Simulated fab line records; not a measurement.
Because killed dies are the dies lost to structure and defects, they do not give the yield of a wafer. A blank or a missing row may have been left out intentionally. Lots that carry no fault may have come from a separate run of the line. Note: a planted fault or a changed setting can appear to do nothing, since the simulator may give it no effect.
Which tool is to blame? ; flow gf180mcu ; 11 lots with 33 wafers sampled at 3 steps, on a route of 602 steps

## WHAT THE GAUGES SHOWED, per wafer
GF_HV_LDD_TW_MEAS_38.
lot;measured;on;HV_LDD_3_TW
L764;day 11 18:11;film metro-02;1425 1419 1420
L765;day 11 20:53;film metro-01;1442 1434 1433
L766;day 12 10:34;film metro-02;1423 1424 1415
L767;day 13 06:40;film metro-03;1436 1439 1435
L770;day 13 17:43;film metro-01;1428 1432 1437
L773;day 15 08:10;film metro-02;1426 1430 1422
L775;day 15 22:49;film metro-01;1334 1328 1324 1332 1326 1327
L778;day 16 19:19;film metro-01;1325 1325 1323 1332 1327 1339
L783;day 18 00:01;film metro-01;1447 1448 1446
L784;day 18 02:34;film metro-02;1422 1420 1420
L786;day 18 18:10;film metro-02;1416 1422 1421

## WHICH TOOL RAN EACH LOT (tool, then ch and the chambers of the sampled wafers, then the start)
lot;GF_VT_IMPLANT_STRIP_42;GF_HV_LDD_IMPLANT_35
L764;plasma asher-03 ch 0,1, day 7 18:10;implanter-01 ch 0, day 11 17:49
L765;plasma asher-04 ch 0,1, day 7 21:22;implanter-01 ch 0, day 11 20:31
L766;plasma asher-01 ch 0,1, day 8 08:59;implanter-02 ch 0, day 12 10:11
L767;plasma asher-04 ch 0,1, day 9 02:31;implanter-02 ch 0, day 13 06:16
L770;plasma asher-03 ch 0,1, day 9 13:17;implanter-02 ch 0, day 13 17:19
L773;plasma asher-04 ch 0,1, day 10 08:17;implanter-01 ch 0, day 15 07:47
L775;plasma asher-03 ch 0,1, day 10 21:26;implanter-02 ch 0, day 15 22:25
L778;plasma asher-04 ch 0,1, day 11 15:38;implanter-02 ch 0, day 16 18:55
L783;plasma asher-03 ch 0,1, day 13 00:32;implanter-01 ch 0, day 17 23:37
L784;plasma asher-03 ch 0,1, day 13 04:55;implanter-01 ch 0, day 18 02:10
L786;plasma asher-03 ch 0,1, day 13 17:20;implanter-03 ch 0, day 18 17:46
- GF_VT_IMPLANT_STRIP_42: strips in O2/N2.
- GF_HV_LDD_IMPLANT_35

## THE ANSWER, worked out from the rows above alone
Rule: the lots themselves supply what counts as usual. The widest of any qualifying gaps counts: lots, ordered by their means at a reading, are off when they make up no more than a third of the lots, leave a main group of 4 or more, and stand apart from it by 3 or more times the standard deviation of that group's means. A main group is skipped when, at the precision printed for the reading in the tables above, its means are all equal. Also off: a lot with no number at a reading for which 4 or more lots have one. Where the step has rows for the other lots, those lots are counted as sound.
Off: at GF_HV_LDD_TW_MEAS_38 (HV_LDD_3_TW), L775, L778. The main group: mean 1429, standard deviation 9.1.
A tool fits if, at a process step before that reading, it ran every lot that is off, and no sound lot after the first of them. Those tools and the gauges at GF_HV_LDD_TW_MEAS_38 are tried in the same way. One candidate fits, namely implanter-02 at GF_HV_LDD_IMPLANT_35. Its last sound lot is L770 (day 13 17:19), its first lot that is off L775 (day 15 22:25): a fault that began between those two fits.

## WHAT THE SIMULATOR HAD PUT IN
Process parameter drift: implanter-02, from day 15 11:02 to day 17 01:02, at GF_HV_LDD_IMPLANT_35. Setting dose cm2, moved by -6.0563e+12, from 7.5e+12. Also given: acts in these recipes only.
Lots struck among those shown: L775, L778. The same result came from the rule above.
